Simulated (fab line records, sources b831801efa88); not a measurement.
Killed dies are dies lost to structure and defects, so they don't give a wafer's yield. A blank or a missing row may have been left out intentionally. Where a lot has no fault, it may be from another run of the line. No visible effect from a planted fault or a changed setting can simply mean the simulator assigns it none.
Struck lot and sound lot, side by side ; flow gf180mcu ; 17 out of 602 route steps
Sound: these wafers, L387.1, L387.3, L387.4. Struck: wafers L390.2, L390.5. (L390.1 of the same lot was not struck and is left out.) The cause comes at the end.
At each step with rows: each side's tool, then ch and its chambers, then its first start. Under that, the readings that differ: sound wafers ; struck wafers ; difference of the means ; sigmas: that difference in standard deviations of wafers without a fault.
alike: words and numbers the same on both sides, and readings whose means are apart by under 2 such deviations; not compared: readings that were withheld, readings missing a value for some wafer, numbers with overlapping values and no deviation given by the record, and bounds like >300 which may hide the same value.
A row with sigmas, a row that says differs or no value, or rows on one side alone: a step with any of these is where the two part. Non-overlapping numbers with no deviation appear without sigmas and do not part them. A reading that every wafer of one side lacks parts them only if that side has two wafers or more.

first, 4 steps without rows for these wafers: GF_M1_SOFTBAKE_10 (time 60 s); GF_M1_EXPOSE_11 (exposes mask Metal1, target cd 230 nm); GF_M1_PEB_12 (peb time 90 s); GF_M1_DEVELOP_13 (develop time 60 s).
GF_M1_CD_MEAS_14 targets a cd of 230 nm.
  sound on cdSem-02, day 22 08:59; struck on cdSem-01, day 23 09:26
  alike: cdNm
GF_M1_OVL_MEAS_15:
  sound on overlay-02, day 22 09:06; struck on overlay-01, day 23 09:33
  alike: M1_OVL
GF_M1_METAL_ETCH_16: etches the open film in Cl2/BCl3, stops on SiO2, target depth 627.5 nm, time 104.6 s.
  sound on rieMetal-01 ch 0,1, day 22 09:08; struck on rieMetal-03 ch 1, day 23 09:35
reading;sound;struck;difference;sigmas
drypumpMotorCurrentA (A);4.6 4.6 5.4;6.4 6.4;+1.5;+2
  alike: oesProductAu, throttleValvePct
  not compared: rfHoursCounterH
GF_M1_STRIP_17: strips in O2/N2.
  sound on plasmaAsher-02 ch 0,1, day 22 09:15; struck on plasmaAsher-03 ch 0, day 23 09:42
  alike: drypumpMotorCurrentA, heaterPowerW, oesProductAu, stripTimeToEndpointS
  not compared: rfHoursCounterH
then, 3 steps without rows for these wafers: GF_M1_STRIP_18 (strips in post etch residue remover, time 1200 s); GF_M1_CLEAN_19 (cleans in DIW); GF_V1_CVD_00 (deposits SiO2, target thk 600 nm, time 100 s).
GF_V1_THK_MEAS_01:
  sound on filmMetro-03, day 22 09:52; struck on filmMetro-02, day 23 10:19
  alike: V1_CVD_00_THK
GF_V1_CVD_02: deposits SiO2 from TEOS, target thk 850 nm, time 94.851 s.
  sound on pecvd-02 ch 1,2, day 22 09:55; struck on pecvd-03 ch 2, day 23 10:22
reading;sound;struck;difference;sigmas
runLengthS (s);122.7 122.4 122.3;132.6 132.8;+10.2;+28
model.SiO2_of_V1_CVD_02.thkNm (nm);830.3 838.1 851;933.1 958.3;+105.9;
  alike: heaterPowerW
GF_V1_THK_MEAS_03:
  sound on filmMetro-04, day 22 09:59; struck on filmMetro-04, day 23 10:40
reading;sound;struck;difference;sigmas
V1_CVD_02_THK (nm);830 838 851;933 958;+106;+10
  not compared: hold
GF_V1_CMP_04: polishes SiO2.
  sound on cmp-01 ch 0,1,2, day 22 10:10; struck on cmp-02 ch 0, day 23 15:18
reading;sound;struck;difference;sigmas
hold;- - -;awaitDispo/4.6h/release awaitDispo/4.6h/release;no value on the sound wafers;
timeToEndpointS (s);77 74 80;111 116;+36;+7
  alike: motorCurrentA
GF_V1_BOW_MEAS_05:
  sound on filmMetro-02, day 22 10:28; struck on filmMetro-04, day 23 15:36
  alike: V1_BOW
-- the record jumps here: 10 days lie between the struck wafers' starts before and after (it left off in module V1 and takes up again in module PASSIVATION, whose first step shown is number 602 of the route) --
GF_PASSIVATION_PROBE_99:
  the record has rows for the struck wafers here (prober-01, day 33 16:59) and none for the sound ones

== WHERE THEY PART ==
Earliest at GF_M1_METAL_ETCH_16; latest, in this record, at GF_PASSIVATION_PROBE_99.

WHY: whatever the simulator had introduced
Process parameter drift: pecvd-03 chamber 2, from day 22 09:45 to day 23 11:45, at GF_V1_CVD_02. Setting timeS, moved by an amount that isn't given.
